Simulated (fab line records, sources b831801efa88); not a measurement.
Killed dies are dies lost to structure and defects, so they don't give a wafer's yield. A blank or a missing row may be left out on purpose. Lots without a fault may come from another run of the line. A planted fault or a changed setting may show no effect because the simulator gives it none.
Split-lot experiment | flow sfq_line | 5 lots, 23 wafers read, on a route of 325 steps

THE SPLIT
At SFQ_TRILAYER_A5C_DEP_PECVD_142 (deposits SiO2 from SiH4/N2O, time 15.556 s, target thk 70 nm), the setting time_s was moved away from the recipe's 15.556 s on 11 of the 23 wafers read, by -6.2% to +12.1%. The other wafers ran this setting at the recipe's value.

FROM THE SPLIT TO THE READING: what the file shows between them, 6 steps
- SFQ_TRILAYER_I5_LITHO_EXPOSE_145: exposes mask I5, target cd 700 nm (also split here: dose_mj)
- SFQ_TRILAYER_I5_LITHO_PEB_147: peb time 60 s
- SFQ_TRILAYER_I5_LITHO_DEVELOP_146: time 60 s
- SFQ_TRILAYER_I5_BARC_OPEN_VIA_ETCH_200: etches BARC in O2, target depth 125 nm, time 41.7 s
- SFQ_TRILAYER_I5_ETCH_VIA_ETCH_147: etches the open film in CHF3, stops on Nb, target depth 360 nm
- SFQ_TRILAYER_C5_BARC_OPEN_VIA_ETCH_210: etches BARC in O2, target depth 125 nm, time 41.7 s (also split here: bias_w)

THE READING
oes_product_au, in a.u., at SFQ_TRILAYER_C5_ETCH_VIA_ETCH_154 (etches SiO2 in CHF3, stops on Nb, target depth 84 nm). Fault-free wafers of this fab line usually give 0.895 a.u., standard deviation 0.0094 a.u..

wafer  | tool, chamber at the split | time_s as run, s | against the recipe | oes_product_au, a.u. | against lot-mates on the recipe
L076.1 | pecvd-02, 2                | 15.556           | recipe             | 0.904                | -
L076.2 | pecvd-02, 1                | 15.556           | recipe             | 0.890                | -
L076.3 | pecvd-02, 0                | 14.71            | -5.4%              | 0.861                | -0.040
L076.5 | pecvd-02, 1                | 15.556           | recipe             | 0.910                | -
L076.6 | pecvd-02, 2                | 14.71            | -5.4%              | 0.888                | -0.013
L077.1 | pecvd-01, 1                | 14.59            | -6.2%              | 0.845                | -0.047
L077.3 | pecvd-01, 0                | 14.59            | -6.2%              | 0.863                | -0.029
L077.4 | pecvd-01, 2                | 15.556           | recipe             | 0.885                | -
L077.5 | pecvd-01, 1                | 14.59            | -6.2%              | 0.850                | -0.042
L077.6 | pecvd-01, 0                | 15.556           | recipe             | 0.899                | -
L079.1 | pecvd-02, 0                | 17.44            | +12.1%             | 0.947                | +0.051
L079.3 | pecvd-02, 1                | 15.556           | recipe             | 0.891                | -
L079.4 | pecvd-02, 0                | 15.556           | recipe             | 0.900                | -
L079.5 | pecvd-02, 2                | 17.44            | +12.1%             | 0.957                | +0.061
L079.6 | pecvd-02, 1                | 17.44            | +12.1%             | 0.973                | +0.078
L081.1 | pecvd-01, 0                | 15.556           | recipe             | 0.896                | -
L081.3 | pecvd-01, 2                | 15.556           | recipe             | 0.887                | -
L081.4 | pecvd-01, 1                | 15.556           | recipe             | 0.901                | -
L083.1 | pecvd-01, 2                | 15.556           | recipe             | 0.880                | -
L083.2 | pecvd-01, 1                | 15.556           | recipe             | 0.880                | -
L083.3 | pecvd-01, 0                | 16.22            | +4.3%              | 0.922                | +0.042
L083.4 | pecvd-01, 1                | 16.22            | +4.3%              | 0.912                | +0.032
L083.6 | pecvd-01, 2                | 16.22            | +4.3%              | 0.920                | +0.040

THE FIT
A straight line over all 23 wafers: oes_product_au changes by +0.00546 a.u. for each +1% of time_s; r = +0.95; the points scatter about the line by 0.011 a.u..
The same after taking each lot's own level away (the mean of its wafers on the recipe; 23 wafers): +0.00568 a.u. for each +1%; r = +0.95; scatter 0.01 a.u..
On that fit, the largest move of time_s shifts the reading by 0.069 a.u..
The lots' own levels span 0.8800 to 0.9013 a.u., that is 2.3 times the standard deviation above.
So the lot-to-lot level changes the slope little: the two slopes agree.
Check: with one of the wafers moved furthest among these (+12.1%) left out of the fit, the line predicts +0.0753 a.u. for it against its lot-mates. It came out at +0.0515 a.u. against them.

OTHER SPLITS ON THESE WAFERS
These wafers also went through other splits before the reading. Each is held against what the fit with the lots' levels taken away leaves over:
other split on the same wafers                | wafers away from the commonest value | r with oes_product_au (lot level and that fit taken away)
SFQ_TRILAYER_JJ_CE_LITHO_PEB_117 peb_temp_c   | 8                                    | +0.32
SFQ_TRILAYER_R5_LITHO_COAT_141 spin_rpm       | 9                                    | +0.25
SFQ_TRILAYER_R5_LITHO_PEB_139 peb_time_s      | 9                                    | +0.16
SFQ_TRILAYER_I5_LITHO_EXPOSE_145 dose_mj      | 7                                    | +0.03
SFQ_TRILAYER_C5_BARC_OPEN_VIA_ETCH_210 bias_w | 5                                    | +0.30

THE WHOLE CHAIN: every reading that the file lists as answering this split, in the file's order
step                              | what it does                                                 | reading                                                                                    | change (the file's fit)                   | r (the file's)
SFQ_TRILAYER_A5C_DEP_PECVD_142    | deposits SiO2 from SiH4/N2O, time 15.556 s, target thk 70 nm | SiO2_of_TRILAYER_A5C_DEP_PECVD_142.thk_nm (the simulator's own value, which no gauge read) | +0.775 nm for each +1% of the setting     | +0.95
SFQ_TRILAYER_C5_ETCH_VIA_ETCH_154 | etches SiO2 in CHF3, stops on Nb, target depth 84 nm         | oes_product_au                                                                             | +0.00567 a.u. for each +1% of the setting | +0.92
SFQ_TRILAYER_C5_ETCH_VIA_ETCH_154 | etches SiO2 in CHF3, stops on Nb, target depth 84 nm         | C5.feature_depth_nm (the simulator's own value, which no gauge read)                       | +0.775 nm for each +1% of the setting     | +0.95
SFQ_TRILAYER_C5_ETCH_VIA_ETCH_154 | etches SiO2 in CHF3, stops on Nb, target depth 84 nm         | etch.depth_nm (the simulator's own value, which no gauge read)                             | +0.728 nm for each +1% of the setting     | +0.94

THE FILE'S OWN FIT
oes_product_au changes by +0.00567 a.u. for each +1% of time_s, r = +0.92.
